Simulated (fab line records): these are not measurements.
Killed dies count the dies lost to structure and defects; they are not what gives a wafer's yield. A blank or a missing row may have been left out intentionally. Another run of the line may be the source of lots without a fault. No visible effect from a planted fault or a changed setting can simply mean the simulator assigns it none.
Which tool is to blame?	flow gf180mcu	Sampling: 14 lots, 42 wafers, 5 of 602 route steps

## WHAT EACH GAUGE READ, for each wafer
GF_NSD_CD_MEAS_07: target cd 400 nm.
lot	measured	on	cd_nm (nm)
L455	day 13 09:14	cd_sem-01	400.3 401.0 400.6
L456	day 13 20:30	cd_sem-02	395.7 398.6 398.9
L458	day 14 08:55	cd_sem-02	401.6 401.3 401.1
L459	day 14 19:04	cd_sem-01	401.9 399.3 401.1
L460	day 14 22:53	cd_sem-02	399.2 401.0 400.2
L461	day 15 03:30	cd_sem-02	400.3 400.0 398.5
L462	day 15 11:59	cd_sem-02	395.9 396.4 395.2
L463	day 16 01:16	cd_sem-02	397.3 397.0 399.0
L465	day 16 18:08	cd_sem-01	398.7 398.8 398.8
L466	day 16 22:41	cd_sem-02	398.5 397.4 399.2
L472	day 19 02:46	cd_sem-02	371.5 373.0 373.2
L473	day 19 10:29	cd_sem-01	373.8 374.3 374.9
L474	day 19 22:36	cd_sem-01	404.3 404.6 403.7
L477	day 21 03:49	cd_sem-02	402.5 401.2 403.9

GF_PSD_OVL_MEAS_08.
lot	measured	on	PSD_OVL (nm)
L455	day 14 06:18	overlay-02	1.7 0.3 0.3
L456	day 14 17:01	overlay-02	1.8 1.5 1.9
L458	day 15 06:40	overlay-02	-2.7 -1.1 -2.5
L459	day 15 17:10	overlay-02	0.8 -1.3 -1.8
L460	day 15 21:17	overlay-01	-0.1 -0.4 -1.1
L461	day 16 02:03	overlay-01	3.1 1.2 -0.7
L462	day 16 09:25	overlay-01	0.4 1.6 0.0
L463	day 16 23:44	overlay-02	1.4 2.3 1.5
L465	day 17 16:43	overlay-02	0.7 2.8 1.4
L466	day 17 20:52	overlay-02	-1.5 -1.6 1.3
L472	day 20 03:13	overlay-01	-0.5 -0.7 -0.8
L473	day 20 11:11	overlay-01	0.8 2.7 1.5
L474	day 20 22:52	overlay-01	-0.4 1.8 -2.4
L477	day 22 03:49	overlay-01	0.3 -0.5 1.3

GF_V1_BOW_MEAS_05.
lot	measured	on	V1_BOW (um)
L455	day 17 04:24	film_metro-03	83 68 87
L456	day 17 14:56	film_metro-04	72 68 81
L458	day 18 06:08	film_metro-01	96 89 81
L459	day 18 15:50	film_metro-04	84 80 79
L460	day 19 01:43	film_metro-03	80 78 74
L461	day 19 04:31	film_metro-03	80 84 86
L462	day 19 09:40	film_metro-04	76 77 72
L463	day 20 04:43	film_metro-01	80 81 92
L465	day 20 21:02	film_metro-01	78 86 89
L466	day 20 23:49	film_metro-03	75 89 90
L472	day 23 07:31	film_metro-01	75 77 81
L473	day 23 14:18	film_metro-04	69 88 72
L474	day 24 01:50	film_metro-04	83 86 84
L477	day 25 03:53	film_metro-03	79 91 82

GF_M3_THK_MEAS_06: measures by xrf.
lot	measured	on	M3_ALCU_THK (nm)
L455	day 20 08:02	film_metro-01	459 456 463
L456	day 20 17:37	film_metro-01	460 460 465
L458	day 21 11:15	film_metro-03	457 459 456
L459	day 21 22:10	film_metro-01	454 462 460
L460	day 22 06:34	film_metro-02	457 457 451
L461	day 22 09:25	film_metro-02	432 442 436
L462	day 22 13:15	film_metro-03	445 444 450
L463	day 23 07:59	film_metro-03	452 450 449
L465	day 23 23:49	film_metro-03	455 458 459
L466	day 24 08:07	film_metro-02	460 455 457
L472	day 26 07:18	film_metro-03	459 458 460
L473	day 26 12:08	film_metro-01	457 450 456
L474	day 26 23:30	film_metro-02	455 454 453
L477	day 27 21:23	film_metro-01	462 461 464

## EACH LOT AND THE TOOL THAT RAN IT (in order: tool; ch and the chambers of the sampled wafers; start)
lot	GF_NSD_EXPOSE_04
L455	iline_stepper-02 ch 0, day 12 23:41
L456	iline_stepper-01 ch 0, day 13 09:50
L458	iline_stepper-02 ch 0, day 13 22:46
L459	iline_stepper-01 ch 0, day 14 08:16
L460	iline_stepper-02 ch 0, day 14 12:35
L461	iline_stepper-01 ch 0, day 14 17:01
L462	iline_stepper-01 ch 0, day 15 01:49
L463	iline_stepper-01 ch 0, day 15 14:32
L465	iline_stepper-02 ch 0, day 16 07:04
L466	iline_stepper-02 ch 0, day 16 11:41
L472	iline_stepper-01 ch 0, day 18 14:17
L473	iline_stepper-01 ch 0, day 18 22:47
L474	iline_stepper-02 ch 0, day 19 10:19
L477	iline_stepper-02 ch 0, day 20 15:16
- GF_NSD_EXPOSE_04: exposes mask Nplus, target cd 400 nm.

## WHAT THE TOOLS THEMSELVES READ (means of the sampled wafers that have a number; where no wafer has one, the mark that the record gives instead)
GF_NSD_EXPOSE_04.
lot	tool	exposure_dose_mJ_cm2
L455	iline_stepper-02	140.03
L456	iline_stepper-01	140.05
L458	iline_stepper-02	139.90
L459	iline_stepper-01	139.81
L460	iline_stepper-02	139.84
L461	iline_stepper-01	140.00
L462	iline_stepper-01	140.01
L463	iline_stepper-01	140.09
L465	iline_stepper-02	139.91
L466	iline_stepper-02	139.94
L472	iline_stepper-01	128.13
L473	iline_stepper-01	128.13
L474	iline_stepper-02	139.87
L477	iline_stepper-02	140.00

## THE ANSWER, worked out from the rows above alone
Rule: the lots themselves supply what counts as usual. Put in order of their means at a reading, lots are off if they are a third of the lots or fewer, leave a main group of 4 or more, and stand apart from it by a gap of 3 or more times the standard deviation of the main group's means; of several such gaps the widest counts. If all means in a main group match to the digits the tables above print for the reading, that group is not used. A lot without any number at a reading at which 4 lots or more have one is off too. Any other lot the step has rows for is counted as sound. First the gauges in route order, then the tools' own readings, where a lot's mean is used as printed above. At the first step where some lot is off, the reading lying furthest off is the one used; lots without a number count as furthest.
Off, at GF_NSD_CD_MEAS_07 on cd_nm: L472, L473. The main group has a mean of 399.8 nm with a standard deviation of 2.2.
A tool fits if, at a process step before that reading, it ran every lot that is off, and no sound lot after the first of them. Not tried: the gauges at GF_NSD_CD_MEAS_07; whatever is off there is also off at GF_NSD_EXPOSE_04, on other tools, and gauge error can't account for it. One fits: iline_stepper-01 at GF_NSD_EXPOSE_04. A fault onset in the window from L463 (day 15 14:32, its last sound lot) to L472 (day 18 14:17, its first lot off) fits.
On the lots that are off, the tool's own readings at GF_NSD_EXPOSE_04 differ by more than 5 times the standard deviation of the sound lots' means, which bears it out; exposure_dose_mJ_cm2 reads 128.13 there versus 139.95 on the sound lots.

## WHAT THE SIMULATOR HAD PUT IN
Drift in process parameters on iline_stepper-01 at GF_NSD_EXPOSE_04, starting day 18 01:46. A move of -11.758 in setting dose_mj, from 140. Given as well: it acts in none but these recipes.
Shown lots that were struck: L472, L473. This agrees with what the rule above found.
